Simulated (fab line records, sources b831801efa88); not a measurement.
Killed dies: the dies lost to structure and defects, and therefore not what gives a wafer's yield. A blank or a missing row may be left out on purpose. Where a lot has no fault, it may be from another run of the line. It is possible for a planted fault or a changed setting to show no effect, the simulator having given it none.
Check of tool commonality	flow gf180mcu	Sample size 11 lots and 33 wafers

REASON FOR OPENING
Of 11 lots, 3 have the reading V3_W_RS flagged at GF_V3_RS_MEAS_24. Wafers without a fault read 0.329 ohm/sq, standard deviation 0.0049.
Rule: a lot is flagged in two cases, either no wafer of it has a number, or all its wafers with numbers fall more than 4 standard deviations from that mean. The rest of the lots are taken to be sound.

lot	measured	on	V3_W_RS (ohm/sq), wafer by wafer	flag
L325	day 22 18:08	film-metro-03	0.329 0.320 0.328	
L328	day 23 15:37	film-metro-01	0.325 0.334 0.336	
L330	day 24 10:35	film-metro-04	0.328 0.341 0.334	
L331	day 24 16:46	film-metro-04	0.192 0.195 0.192	FLAGGED
L332	day 25 04:07	film-metro-03	0.197 0.194 0.194	FLAGGED
L333	day 25 10:23	film-metro-01	0.195 0.196 0.193	FLAGGED
L341	day 28 07:58	film-metro-01	0.333 0.335 0.330	
L342	day 28 08:11	film-metro-03	0.326 0.325 0.331	
L343	day 28 12:10	film-metro-01	0.330 0.324 0.332	
L344	day 28 22:29	film-metro-03	0.328 0.334 0.325	
L347	day 29 19:12	film-metro-01	0.324 0.331 0.323	
On average the flagged lots' numbers are 0.194 ohm/sq, which is -0.135 ohm/sq against the usual, or -28 standard deviations.

LOT BY LOT: THE TOOL USED
2 process steps preceding the reading are held in the record, out of 602 steps in the route. Each cell gives the tool, then ch followed by the chambers the sampled wafers passed through, then the start.
lot	flag	GF_V3_ETCH_17	GF_V3_CVD_23
L325		rie-diel-04 ch 0,2,3, day 22 18:01 or earlier	cvd-w-01 ch 0,1, day 22 18:01
L328		rie-diel-02 ch 0,1,2, day 23 15:31 or earlier	cvd-w-01 ch 0,1, day 23 15:31
L330		rie-diel-04 ch 2,3, day 24 10:28 or earlier	cvd-w-01 ch 0,1, day 24 10:28
L331	FLAGGED	rie-diel-04 ch 0,3, day 24 16:39 or earlier	cvd-w-01 ch 0,1, day 24 16:39
L332	FLAGGED	rie-diel-02 ch 0,2, day 25 03:59 or earlier	cvd-w-01 ch 0,1, day 25 03:59
L333	FLAGGED	rie-diel-04 ch 0,1,2, day 25 10:12 or earlier	cvd-w-01 ch 0,1, day 25 10:12
L341		rie-diel-02 ch 1,2,3, day 28 07:51 or earlier	cvd-w-02 ch 0,1, day 28 07:51
L342		rie-diel-01 ch 0,1, day 28 07:58 or earlier	cvd-w-01 ch 0, day 28 07:58
L343		rie-diel-04 ch 0,1,2, day 28 12:03 or earlier	cvd-w-01 ch 0,1, day 28 12:03
L344		rie-diel-04 ch 0,1,3, day 28 22:23 or earlier	cvd-w-01 ch 0,1, day 28 22:23
L347		rie-diel-02 ch 0,1,2, day 29 19:05 or earlier	cvd-w-01 ch 0,1, day 29 19:05
These steps, and what they do:
- GF_V3_ETCH_17: etches SiO2 in C4F8/O2/Ar, stops on TiN, target depth 635 nm.
- GF_V3_CVD_23: deposits W, target thk 350 nm, time 104.9 s.
- GF_V3_RS_MEAS_24: measures by four-point-probe.

FLAGGED OVER TOTAL, TOOL BY TOOL (the gauges that took the reading come last)
step	tool	lots run	flagged	share of the flagged lots	sound lots run after its first flagged lot
GF_V3_ETCH_17	rie-diel-01	1	0	none	-
GF_V3_ETCH_17	rie-diel-02	4	1	some	2 (L341,L347)
GF_V3_ETCH_17	rie-diel-04	6	2	some	2 (L343,L344)
GF_V3_CVD_23	cvd-w-01	10	3	all	4 (L342,L343,L344,L347)
GF_V3_CVD_23	cvd-w-02	1	0	none	-
GF_V3_RS_MEAS_24	film-metro-01	5	1	some	3 (L341,L343,L347)
GF_V3_RS_MEAS_24	film-metro-03	4	1	some	2 (L342,L344)
GF_V3_RS_MEAS_24	film-metro-04	2	1	some	0
GF_V3_ETCH_17 gives no start for some lots, so the hours and the order of its lots are those of GF_V3_CVD_23.

WHAT THE TABLE ALLOWS
Rows of the table that ran each flagged lot: 1, that is cvd-w-01 at GF_V3_CVD_23.
- cvd-w-01 at GF_V3_CVD_23: 3 of its 10 lots flagged. Lots that were sound ran on it after the first flagged one (L342, L343, L344, L347); a persistent fault on the entire tool would not allow that. Its own readings (susceptor-temp-C) fall more than 4 standard deviations out on all wafers of the flagged lots.
None of the table's rows ran every flagged lot and, after the first, no sound lot.

WHAT THE SIMULATOR HAD PUT IN
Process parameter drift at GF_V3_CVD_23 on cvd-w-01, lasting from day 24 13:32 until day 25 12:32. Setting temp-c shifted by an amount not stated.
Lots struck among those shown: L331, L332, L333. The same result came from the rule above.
